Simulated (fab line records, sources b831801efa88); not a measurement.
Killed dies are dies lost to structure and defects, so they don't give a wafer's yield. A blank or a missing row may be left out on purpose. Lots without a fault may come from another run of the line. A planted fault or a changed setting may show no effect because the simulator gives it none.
fab line records | flow sky130
record lots=12 wafers=36 last_day=50
route steps=708 shown LDD_LDN@300 CONTACT@406 METAL2@486 METAL5@663
lots that met no fault: from a run of the same line without faults
start_h: hours from the record's first day to the start of the lot's first wafer shown | wait_h: hours since the lot's step before | " the same as in the row above | L1.1+2: a row that stands for several wafers | - no value, or no start given | * or withheld: withheld | < > ~ a bound
route shown NAME@n: a module of which the file shows steps, and the number in the route of the first | usual: mean/standard deviation of fault-free wafers | same: alike in all rows | chamber/n: place in a boat | sites: the reading at each site | _std_site: their standard deviation | _edge_site: outer sites' mean less inner sites' | radius_mm: how far each site lies from the wafer's centre | mask NAME#n: copy n | behind: the tool/chamber that last shaped the wafer | hold: why the lot was held/for how many hours/how that ended | device: the transistor (n, p or np) that didn't switch | end of line: the same wafers' tests at the end of the route | a step without rows: its recipe alone | killed: dies lost to structure and defects at the first sort, not the wafer's yield | map: a wafer's dies, x killed, . not, _ none there
set.NAME: the setting as run; set.NAME@STEP: as run at that earlier step | model.NAME: the simulator's own value behind a step, which no gauge read
steps of the route over a sample of lots; a table a step, a row a wafer
services: from which hour (start_h, from the record's first day; less than 0 if before it) a tool's chamber was out of use, for how many hours, and why
## steps
# step SKY_LDD_LDN_IMPLANT_11
# recipe species=As energy_kev=15 dose_cm2=1.25e+13 tilt_deg=withheld rotation_deg=293
# usual beam_on_s=10.00/0.2 dose_ions_cm2=1.2501e+13/1.4e+10 faraday_current_uA=70.5/1.4
# columns lot.wafer tool chamber start_h wait_h beam_on_s dose_ions_cm2 faraday_current_uA
L241.2 implanter-01 0 525.73 0.1 9.67 1.25e+13 73.2
L241.5 " 0 " " 9.97 1.2498e+13 70.5
L241.6 " 0 " " 10.39 1.251e+13 67.6
L242.3 implanter-03 0 544.09 0.1 10.17 1.249e+13 69.3
L242.5 " 0 " " 9.69 1.2527e+13 72.8
L242.6 " 0 " " 10.01 1.2485e+13 70.3
L244.2 implanter-04 0 554.87 0.1 10.21 1.2516e+13 69.2
L244.3 " 0 " " 10.20 1.2535e+13 69.1
L244.4 " 0 " " 10.07 1.25e+13 69.8
L246.1 implanter-01 0 572.94 0.1 10.25 1.2465e+13 69.0
L246.3 " 0 " " 9.90 1.248e+13 71.0
L246.6 " 0 " " 9.60 1.2486e+13 72.9
L247.1 implanter-01 0 581.54 0.1 9.78 1.2501e+13 71.9
L247.2 " 0 " " 10.01 1.248e+13 70.4
L247.4 " 0 " " 10.17 1.2488e+13 69.4
L249.1 implanter-03 0 595.11 0.1 10.01 1.2498e+13 70.4
L249.5 " 0 " " 9.87 1.2502e+13 71.3
L249.6 " 0 " " 10.21 1.2537e+13 68.8
L256.2 implanter-01 0 663.32 0.1 9.63 6.016e+12 35.1
L256.3 " 0 " " 9.99 6.007e+12 33.7
L256.4 " 0 " " 10.30 6.034e+12 33.0
L257.1 implanter-01 0 669.49 0.1 9.89 5.987e+12 34.3
L257.4 " 0 " " 10.04 6.003e+12 33.6
L257.6 " 0 " " 9.93 5.992e+12 34.0
L258.2 implanter-01 0 672.87 0.1 10.28 6.018e+12 32.9
L258.3 " 0 " " 9.84 6.028e+12 34.5
L258.5 " 0 " " 9.83 6.029e+12 34.3
L261.1 implanter-04 0 696.84 0.1 9.76 1.2527e+13 72.1
L261.5 " 0 " " 9.71 1.2511e+13 72.4
L261.6 " 0 " " 10.06 1.2513e+13 69.9
L262.1 implanter-04 0 702.64 0.1 9.85 1.2503e+13 71.7
L262.4 " 0 " " 9.85 1.2504e+13 71.6
L262.5 " 0 " " 10.16 1.2499e+13 69.0
L263.1 implanter-03 0 706.69 0.1 10.14 1.2493e+13 69.5
L263.2 " 0 " " 10.31 1.2493e+13 68.4
L263.5 " 0 " " 10.02 1.2481e+13 70.0
# step SKY_LDD_LDN_TW_MEAS_13
# usual LDD_LDN_TW=1491/8.2
# columns lot.wafer tool chamber start_h wait_h LDD_LDN_TW
L241.2 film_metro-03 - 525.97 0.1 1490
L241.5 " - " " 1489
L241.6 " - " " 1487
L242.3 film_metro-01 - 544.31 0.1 1502
L242.5 " - " " 1496
L242.6 " - " " 1495
L244.2 film_metro-03 - 555.10 0.1 1498
L244.3 " - " " 1488
L244.4 " - " " 1485
L246.1 film_metro-01 - 573.19 0.1 1494
L246.3 " - " " 1499
L246.6 " - " " 1493
L247.1 film_metro-03 - 581.79 0.1 1491
L247.2 " - " " 1491
L247.4 " - " " 1487
L249.1 film_metro-04 - 595.36 0.1 1475
L249.5 " - " " 1467
L249.6 " - " " 1474
L256.2 film_metro-03 - 663.55 0.1 1429
L256.3 " - " " 1424
L256.4 " - " " 1423
L257.1 film_metro-04 - 669.74 0.1 1431
L257.4 " - " " 1430
L257.6 " - " " 1426
L258.2 film_metro-03 - 673.10 0.1 1431
L258.3 " - " " 1435
L258.5 " - " " 1425
L261.1 film_metro-03 - 697.09 0.1 1494
L261.5 " - " " 1493
L261.6 " - " " 1481
L262.1 film_metro-03 - 702.89 0.1 1489
L262.4 " - " " 1493
L262.5 " - " " 1492
L263.1 film_metro-04 - 706.94 0.1 1493
L263.2 " - " " 1487
L263.5 " - " " 1492
# step SKY_CONTACT_CVD_00
# recipe material=Si3N4 target_thk_nm=75 temp_c=400 time_s=withheld rf_w=450
# usual heater_power_w=703/100
# columns lot.wafer tool chamber start_h wait_h heater_power_w
L241.2 pecvd-01 1 705.75 0.0 643
L241.5 " 0 " " 911
L241.6 " 1 " " 642
L242.3 pecvd-04 1 723.52 0.0 495
L242.5 " 0 " " 644
L242.6 " 2 " " 705
L244.2 pecvd-01 2 732.52 0.0 720
L244.3 " 2 " " 737
L244.4 " 1 " " 669
L246.1 pecvd-04 2 750.66 0.0 759
L246.3 " 0 " " 593
L246.6 " 1 " " 585
L247.1 pecvd-02 1 758.07 0.0 626
L247.2 " 2 " " 731
L247.4 " 1 " " 613
L249.1 pecvd-01 0 769.62 0.0 961
L249.5 " 2 " " 710
L249.6 " 0 " " 938
L256.2 pecvd-04 2 835.45 0.0 748
L256.3 " 1 " " 606
L256.4 " 2 " " 758
L257.1 pecvd-02 2 838.25 0.0 811
L257.4 " 0 " " 780
L257.6 " 2 " " 818
L258.2 pecvd-01 0 842.23 0.0 938
L258.3 " 2 " " 706
L258.5 " 2 " " 680
L261.1 pecvd-01 1 865.07 0.0 634
L261.5 " 2 " " 649
L261.6 " 1 " " 662
L262.1 pecvd-04 2 868.72 0.0 729
L262.4 " 0 " " 612
L262.5 " 1 " " 621
L263.1 pecvd-01 1 875.45 0.0 603
L263.2 " 0 " " 939
L263.5 " 2 " " 721
# step SKY_METAL2_SPUTTER_03
# recipe material=Ti target_thk_nm=5 power_w=3000 time_s=3.3 chamber_pressure_pa=0.4
# usual chamber_pressure_pa=0.4000/0.00086 throttle_valve_pct=29.8/0.97
# columns lot.wafer tool chamber start_h wait_h chamber_pressure_pa throttle_valve_pct
L241.2 pvd_sputter-04 - 793.42 0.0 0.3993 30.6
L241.5 " - " " 0.3988 29.7
L241.6 " - " " 0.3989 30.7
L242.3 pvd_sputter-04 - 810.15 0.0 0.4006 30.6
L242.5 " - " " 0.4011 30.0
L242.6 " - " " 0.4004 30.6
L244.2 pvd_sputter-01 - 819.13 0.0 0.4005 30.2
L244.3 " - " " 0.3999 29.8
L244.4 " - " " 0.4007 28.2
L246.1 pvd_sputter-01 - 835.91 0.0 0.4012 30.5
L246.3 " - " " 0.3987 29.7
L246.6 " - " " 0.3994 28.5
L247.1 pvd_sputter-02 - 843.23 0.0 0.3999 30.3
L247.2 " - " " 0.4000 27.9
L247.4 " - " " 0.4011 28.6
L249.1 pvd_sputter-02 - 854.32 0.0 0.4002 27.8
L249.5 " - " " 0.4003 30.4
L249.6 " - " " 0.3998 28.4
L256.2 pvd_sputter-02 - 917.54 0.0 0.3995 30.4
L256.3 " - " " 0.4007 27.9
L256.4 " - " " 0.4009 30.5
L257.1 pvd_sputter-01 - 921.24 0.0 0.3987 28.2
L257.4 " - " " 0.4005 29.9
L257.6 " - " " 0.4003 30.1
L258.2 pvd_sputter-02 - 924.65 0.0 0.4000 30.1
L258.3 " - " " 0.4003 28.3
L258.5 " - " " 0.4011 27.7
L261.1 pvd_sputter-01 - 947.15 0.0 0.3999 28.3
L261.5 " - " " 0.4006 30.0
L261.6 " - " " 0.3987 28.3
L262.1 pvd_sputter-04 - 949.19 0.0 0.4001 30.3
L262.4 " - " " 0.3987 30.5
L262.5 " - " " 0.4008 30.0
L263.1 pvd_sputter-04 - 956.80 0.0 0.4009 30.5
L263.2 " - " " 0.4000 30.7
L263.5 " - " " 0.4004 30.3
# step SKY_METAL5_SPUTTER_02
# recipe material=AlCu target_thk_nm=1150 power_w=10600 time_s=61.2 chamber_pressure_pa=0.4
# usual chamber_pressure_pa=0.4000/0.00076 throttle_valve_pct=29.9/0.86
# columns lot.wafer tool chamber start_h wait_h chamber_pressure_pa throttle_valve_pct
L241.2 pvd_sputter-01 - 1005.39 0.0 0.3992 29.8
L241.5 " - " " 0.3990 29.9
L241.6 " - " " 0.4004 29.8
L242.3 pvd_sputter-02 - 1020.34 0.0 0.3999 28.2
L242.5 " - " " 0.4015 27.9
L242.6 " - " " 0.4002 30.4
L244.2 pvd_sputter-04 - 1029.88 0.0 0.4015 30.5
L244.3 " - " " 0.3991 30.7
L244.4 " - " " 0.4015 29.6
L246.1 pvd_sputter-04 - 1042.92 0.0 0.3988 30.8
L246.3 " - " " 0.4000 30.6
L246.6 " - " " 0.4009 30.4
L247.1 pvd_sputter-04 - 1049.17 0.0 0.4001 30.4
L247.2 " - " " 0.4003 30.7
L247.4 " - " " 0.4013 30.8
L249.1 pvd_sputter-04 - 1057.66 0.0 0.4011 30.6
L249.5 " - " " 0.4014 29.8
L249.6 " - " " 0.3991 30.9
L256.2 pvd_sputter-04 - 1110.05 0.0 0.3996 29.6
L256.3 " - " " 0.3999 30.5
L256.4 " - " " 0.4001 30.8
L257.1 pvd_sputter-01 - 1113.50 0.0 0.3998 29.6
L257.4 " - " " 0.4000 29.9
L257.6 " - " " 0.3996 29.6
L258.2 pvd_sputter-02 - 1117.14 0.0 0.3993 30.4
L258.3 " - " " 0.3991 30.5
L258.5 " - " " 0.3990 30.4
L261.1 pvd_sputter-04 - 1134.55 0.0 0.4004 30.5
L261.5 " - " " 0.4013 30.6
L261.6 " - " " 0.3994 30.6
L262.1 pvd_sputter-04 - 1137.04 0.0 0.3992 30.8
L262.4 " - " " 0.3988 29.6
L262.5 " - " " 0.4003 30.6
L263.1 pvd_sputter-04 - 1141.75 0.0 0.3991 29.4
L263.2 " - " " 0.3995 30.8
L263.5 " - " " 0.3995 29.6
## services
# columns tool chamber start_h hours kind
pvd_sputter-04 - 514.02 13.8 repair
pvd_sputter-04 - 534.48 11.9 repair
implanter-01 - 535.54 4.2 pm
pvd_sputter-04 - 537.26 3.2 repair
pvd_sputter-04 - 542.41 3.0 repair
pvd_sputter-01 - 565.20 1.3 repair
pvd_sputter-04 - 572.24 2.2 repair
pvd_sputter-04 - 574.16 8.0 repair
pecvd-01 2 582.82 29.6 repair
pecvd-01 1 594.64 6.4 repair
pecvd-01 - 641.10 1.1 repair
pvd_sputter-02 - 651.24 2.5 repair
pvd_sputter-02 - 699.65 0.6 repair
pecvd-01 0 722.40 19.5 repair
pvd_sputter-01 - 725.85 3.6 repair
pvd_sputter-02 - 741.54 26.9 repair
pvd_sputter-01 - 755.98 2.7 repair
pecvd-01 1 764.75 6.7 repair
implanter-01 - 788.02 6.3 repair
pecvd-01 - 802.42 14.6 pm
pvd_sputter-04 - 827.80 9.9 repair
implanter-01 - 837.99 4.8 repair
pvd_sputter-04 - 866.49 0.6 repair
implanter-01 - 883.85 13.7 pm
## key
first_sign step=SKY_LDD_LDN_IMPLANT_11 reading=dose_ions_cm2 direction=down sigmas=99+ usual=* struck=*
effect step=SKY_LDD_LDN_IMPLANT_11 reading=faraday_current_uA direction=down sigmas=26 usual=70.5 struck=33.9
effect step=SKY_LDD_LDN_TW_MEAS_13 reading=LDD_LDN_TW direction=down sigmas=7.6 usual=1491 struck=1428
met_at SKY_LDD_LDN_IMPLANT_11
struck_lots L256,L257,L258
tester_left_out L256,L257,L258
not_acting_at SKY_CONTACT_CVD_00,SKY_METAL2_SPUTTER_03,SKY_METAL5_SPUTTER_02
onset_between 581.54 663.32
fault kind=process_parameter_drift tool=implanter-01 chamber=- onset_h=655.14 steps=SKY_LDD_LDN_IMPLANT_11 channel=dose_cm2 offset=* shape=step end_h=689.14 acts_in=* stated=*
# tester_left_out: of these lots the tester's yield and bins aren't shown, on N5 and GAA mostly nor the transistor test; their killed dies are dies lost to structure and defects alone, not to doping, threshold or leakage, so they don't give the yield
